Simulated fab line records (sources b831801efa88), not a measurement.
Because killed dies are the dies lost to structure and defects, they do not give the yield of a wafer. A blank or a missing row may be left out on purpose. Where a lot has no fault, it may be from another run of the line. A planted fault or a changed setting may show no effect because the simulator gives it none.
Chamber matching :: flow gf180mcu :: rie-diel-04 running GF_V3_ETCH_16: 4 sister chambers
The step etches BARC in N2/H2. 22 wafers are shown with their chamber, then 11 later ones without.

## WAFERS, EACH WITH ITS CHAMBER
wafer: L075.1
chamber: 0
drypump-motor-current-A (A): 5.8
oes-product-au (a.u.): 0.852
throttle-valve-pct (%): 13.227

wafer: L075.4
chamber: 1
drypump-motor-current-A (A): 6.1
oes-product-au (a.u.): 0.854
throttle-valve-pct (%): 13.227

wafer: L075.6
chamber: 0
drypump-motor-current-A (A): 5.8
oes-product-au (a.u.): 0.854
throttle-valve-pct (%): 13.218

wafer: L080.1
chamber: 3
drypump-motor-current-A (A): 6.6
oes-product-au (a.u.): 0.862
throttle-valve-pct (%): 13.209

wafer: L080.2
chamber: 2
drypump-motor-current-A (A): 5.1
oes-product-au (a.u.): 0.856
throttle-valve-pct (%): 13.236

wafer: L080.3
chamber: 0
drypump-motor-current-A (A): 5.8
oes-product-au (a.u.): 0.858
throttle-valve-pct (%): 13.218

wafer: L080.4
chamber: 1
drypump-motor-current-A (A): 6.1
oes-product-au (a.u.): 0.859
throttle-valve-pct (%): 13.222

wafer: L080.5
chamber: 3
drypump-motor-current-A (A): 6.7
oes-product-au (a.u.): 0.857
throttle-valve-pct (%): 13.237

wafer: L080.6
chamber: 0
drypump-motor-current-A (A): 5.8
oes-product-au (a.u.): 0.857
throttle-valve-pct (%): 13.234

wafer: L082.1
chamber: 0
drypump-motor-current-A (A): 5.8
oes-product-au (a.u.): 0.857
throttle-valve-pct (%): 13.228

wafer: L082.2
chamber: 2
drypump-motor-current-A (A): 5.1
oes-product-au (a.u.): 0.855
throttle-valve-pct (%): 13.219

wafer: L082.3
chamber: 1
drypump-motor-current-A (A): 6.1
oes-product-au (a.u.): 0.846
throttle-valve-pct (%): 13.212

wafer: L082.4
chamber: 3
drypump-motor-current-A (A): 6.6
oes-product-au (a.u.): 0.854
throttle-valve-pct (%): 13.231

wafer: L082.5
chamber: 0
drypump-motor-current-A (A): 5.8
oes-product-au (a.u.): 0.851
throttle-valve-pct (%): 13.238

wafer: L082.6
chamber: 1
drypump-motor-current-A (A): 6.1
oes-product-au (a.u.): 0.856
throttle-valve-pct (%): 13.216

wafer: L081.1
chamber: 0
drypump-motor-current-A (A): 5.8
oes-product-au (a.u.): 0.860
throttle-valve-pct (%): 13.223

wafer: L081.3
chamber: 2
drypump-motor-current-A (A): 5.1
oes-product-au (a.u.): 0.855
throttle-valve-pct (%): 13.233

wafer: L081.6
chamber: 1
drypump-motor-current-A (A): 6.1
oes-product-au (a.u.): 0.854
throttle-valve-pct (%): 13.211

wafer: L083.1
chamber: 3
drypump-motor-current-A (A): 6.6
oes-product-au (a.u.): 0.857
throttle-valve-pct (%): 13.231

wafer: L083.2
chamber: 0
drypump-motor-current-A (A): 5.8
oes-product-au (a.u.): 0.854
throttle-valve-pct (%): 13.232

wafer: L083.3
chamber: 2
drypump-motor-current-A (A): 5.1
oes-product-au (a.u.): 0.856
throttle-valve-pct (%): 13.218

wafer: L083.4
chamber: 1
drypump-motor-current-A (A): 6.1
oes-product-au (a.u.): 0.855
throttle-valve-pct (%): 13.232

SIGNATURES, as means of the wafers listed above
reading: drypump-motor-current-A
chamber 0: 5.800
chamber 1: 6.100
chamber 2: 5.100
chamber 3: 6.625
scatter within a chamber: 0.0204

reading: oes-product-au
chamber 0: 0.85537
chamber 1: 0.85400
chamber 2: 0.85550
chamber 3: 0.85750
scatter within a chamber: 0.0033

reading: throttle-valve-pct
chamber 0: 13.22725
chamber 1: 13.22000
chamber 2: 13.22650
chamber 3: 13.22700
scatter within a chamber: 0.00897
Rule: a wafer lies at a distance from a chamber equal to the root of the sum of squares, over the readings, of (its reading less the chamber's mean, divided by the reading's scatter). If the next closest chamber is less than 2 further off than the closest, the wafer can't be placed; otherwise it belongs to the closest. How the scatter is found: for the shown wafers, subtract from each reading the mean of its chamber, square and add these, divide the total by (wafers less chambers), then take the root.

## WAFERS WHOSE CHAMBER IS MISSING
wafer: L083.5
drypump-motor-current-A (A): 6.1
oes-product-au (a.u.): 0.855
throttle-valve-pct (%): 13.216

wafer: L083.6
drypump-motor-current-A (A): 5.1
oes-product-au (a.u.): 0.860
throttle-valve-pct (%): 13.238

wafer: L092.1
drypump-motor-current-A (A): 5.8
oes-product-au (a.u.): 0.853
throttle-valve-pct (%): 13.218

wafer: L092.2
drypump-motor-current-A (A): 6.1
oes-product-au (a.u.): 0.855
throttle-valve-pct (%): 13.231

wafer: L092.3
drypump-motor-current-A (A): 5.1
oes-product-au (a.u.): 0.854
throttle-valve-pct (%): 13.227

wafer: L092.4
drypump-motor-current-A (A): 6.6
oes-product-au (a.u.): 0.851
throttle-valve-pct (%): 13.230

wafer: L092.5
drypump-motor-current-A (A): 6.6
oes-product-au (a.u.): 0.855
throttle-valve-pct (%): 13.221

wafer: L092.6
drypump-motor-current-A (A): 5.8
oes-product-au (a.u.): 0.850
throttle-valve-pct (%): 13.219

wafer: L096.3
drypump-motor-current-A (A): 5.8
oes-product-au (a.u.): 0.845
throttle-valve-pct (%): 13.210

wafer: L096.4
drypump-motor-current-A (A): 6.6
oes-product-au (a.u.): 0.857
throttle-valve-pct (%): 13.211

wafer: L096.6
drypump-motor-current-A (A): 5.8
oes-product-au (a.u.): 0.849
throttle-valve-pct (%): 13.223

## EACH ONE'S CHAMBER
wafer: L083.5
from the rows above: 1
in truth: 1

wafer: L083.6
from the rows above: 2
in truth: 2

wafer: L092.1
from the rows above: 0
in truth: 0

wafer: L092.2
from the rows above: 1
in truth: 1

wafer: L092.3
from the rows above: 2
in truth: 2

wafer: L092.4
from the rows above: 3
in truth: 3

wafer: L092.5
from the rows above: 3
in truth: 3

wafer: L092.6
from the rows above: 0
in truth: 0

wafer: L096.3
from the rows above: 0
in truth: 0

wafer: L096.4
from the rows above: 3
in truth: 3

wafer: L096.6
from the rows above: 0
in truth: 0
Correct placement for 11 of the 11. From these rows, 0 cannot be placed. Wrongly placed: 0.
